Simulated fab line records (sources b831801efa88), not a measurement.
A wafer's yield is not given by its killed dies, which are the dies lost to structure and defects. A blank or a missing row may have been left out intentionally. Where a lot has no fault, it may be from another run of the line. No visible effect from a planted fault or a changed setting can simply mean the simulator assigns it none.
Which tool was responsible? + flow gf180mcu + 21 wafers from 7 lots sampled at 2 of the route's 602 steps

## WHAT THE GAUGES READ, wafer by wafer
GF_POLY_GATE_THK_MEAS_01.
| lot  | measured     | on            | POLY_GATE_CVD_00_THK (nm) |
|------|--------------|---------------|---------------------------|
| L427 | day 9 03:05  | film metro-02 | 201.0 201.1 200.8         |
| L431 | day 9 23:59  | film metro-03 | 202.6 201.6 201.5         |
| L434 | day 10 20:55 | film metro-03 | 202.0 203.1 200.9         |
| L436 | day 11 06:53 | film metro-04 | 198.6 201.5 199.5         |
| L440 | day 12 09:47 | film metro-04 | 203.5 203.0 202.6         |
| L444 | day 13 17:45 | film metro-03 | 198.9 200.9 199.8         |
| L447 | day 14 10:56 | film metro-02 | 198.9 199.9 200.9         |

## TOOL THAT RAN EACH LOT (tool first, then ch and the chambers of the sampled wafers, then the start)
| lot  | GF_LVPWELL_IMPLANT_09          |
|------|--------------------------------|
| L427 | implanter-04 ch 0, day 4 07:32 |
| L431 | implanter-04 ch 0, day 5 00:43 |
| L434 | implanter-03 ch 0, day 5 18:10 |
| L436 | implanter-03 ch 0, day 6 04:19 |
| L440 | implanter-03 ch 0, day 7 03:14 |
| L444 | implanter-04 ch 0, day 8 01:06 |
| L447 | implanter-04 ch 0, day 8 19:49 |
- GF_LVPWELL_IMPLANT_09

## THE ANSWER, worked out from the rows above alone
Rule: what is usual is taken from the lots themselves. Put in order of their means at a reading, lots are off if they are a third of the lots or fewer, leave a main group of 4 or more, and stand apart from it by a gap of 3 or more times the standard deviation of the main group's means; of several such gaps the widest counts. The tables above print the reading to a certain number of digits; a main group whose means all agree to those digits is not used. A lot without any number at a reading at which 4 lots or more have one is off too. The other lots that the step has rows for count as sound.
No lot is off on any of the readings shown, so nothing can be concluded from this.

## WHAT WAS PUT IN BY THE SIMULATOR
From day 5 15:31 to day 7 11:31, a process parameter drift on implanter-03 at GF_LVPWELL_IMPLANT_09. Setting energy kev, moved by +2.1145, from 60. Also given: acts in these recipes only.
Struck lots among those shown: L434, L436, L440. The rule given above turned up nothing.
